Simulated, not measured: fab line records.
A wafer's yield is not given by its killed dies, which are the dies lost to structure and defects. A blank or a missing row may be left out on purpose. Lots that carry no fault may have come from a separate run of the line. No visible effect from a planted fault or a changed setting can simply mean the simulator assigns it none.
One fault seen from 2 desks -- flow sky130 -- what lay behind the numbers comes last; until then each desk has only its own

AT THE METROLOGY DESK
What the gauges read, lot by lot, whatever tool the lot ran on: means of the sampled wafers that have a number. Any lot whose mean is over 4 standard deviations away from the usual mean is out of limits and marked OUT; that distance is given in the brackets.
Columns: A = cd nm at SKY_FIELD_ISO_CD_MEAS_13, usual 150.0 nm; B = VT_ADJUST_HVTP_OVL at SKY_VT_ADJUST_HVTP_OVL_MEAS_08, usual -0.8 nm; C = LDD_HVP_TW at SKY_LDD_HVP_TW_MEAS_10, usual 452
lot,first seen here,A,B,C
L775,day 2 12:14,149.8,-3.1,449
L776,day 2 16:43,150.7,-2.7,457
L777,day 2 21:41,150.2,-0.5,447
L778,day 3 02:23,147.7,-1.3,455
L779,day 3 06:32,148.9,0.5,453
L780,day 3 13:07,151.5,-3.4,449
L782,day 3 22:13,147.3,-0.6,454
L785,day 4 13:50,144.2 (-4.2) OUT,-0.5,452
L790,day 5 19:50,150.0,-1.6,449
L792,day 6 01:36,149.9,-0.6,456
L794,day 6 13:27,150.7,-3.2,451
L795,day 6 17:54,151.3,-3.9,455
L797,day 7 08:05,148.3,-0.7,445
This desk's finding: out of limits on L785; first on L785, day 4 13:50 (cd nm at SKY_FIELD_ISO_CD_MEAS_13). L775, L776, L777, L778, L779, L780, L782, L790, L792, L794, L795, L797: within limits.

AT THE TOOL OWNER'S DESK: krf scanner-02
The tool's own readings at SKY_FIELD_ISO_EXPOSE_10 (exposes mask FOM, target cd 150 nm): means of the sampled wafers that have a number, for each lot that ran on this tool. Any lot whose mean is over 4 standard deviations away from the usual mean is out of limits and marked OUT; that distance is given in the brackets.
Columns: A = reticle temp C at SKY_FIELD_ISO_EXPOSE_10, usual 23.01 C; B = stage vel mm s at SKY_FIELD_ISO_EXPOSE_10, usual 499.96 mm/s
lot,first seen here,A,B
L776,day 2 09:46,22.90,499.96
L777,day 2 14:01,22.97,499.85
L778,day 2 18:54,22.98,499.88
L780,day 3 05:21,23.13,499.91
L782,day 3 14:31,23.20,500.15
L785,day 4 05:55,22.97,500.12
L797,day 6 23:01,23.02,500.07
Result from this desk: across the 7 lots, nothing is out of limits.

ALL TOGETHER
On L785, the metrology desk was in a position to raise an alarm at day 4 13:50.
The desk of the tool owner found nothing out of limits.
Tool owner's desk: L785 on record, inside its limits.
Of the lots named, all ran SKY_FIELD_ISO_EXPOSE_10 on krf scanner-02.

WHAT THE SIMULATOR PUT IN
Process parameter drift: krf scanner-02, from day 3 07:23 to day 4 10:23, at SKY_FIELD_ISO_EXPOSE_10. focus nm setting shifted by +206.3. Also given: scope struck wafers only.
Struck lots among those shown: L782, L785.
Time in hours between the start of the fault and the first out-of-limits reading at each desk: metrology desk, 30.
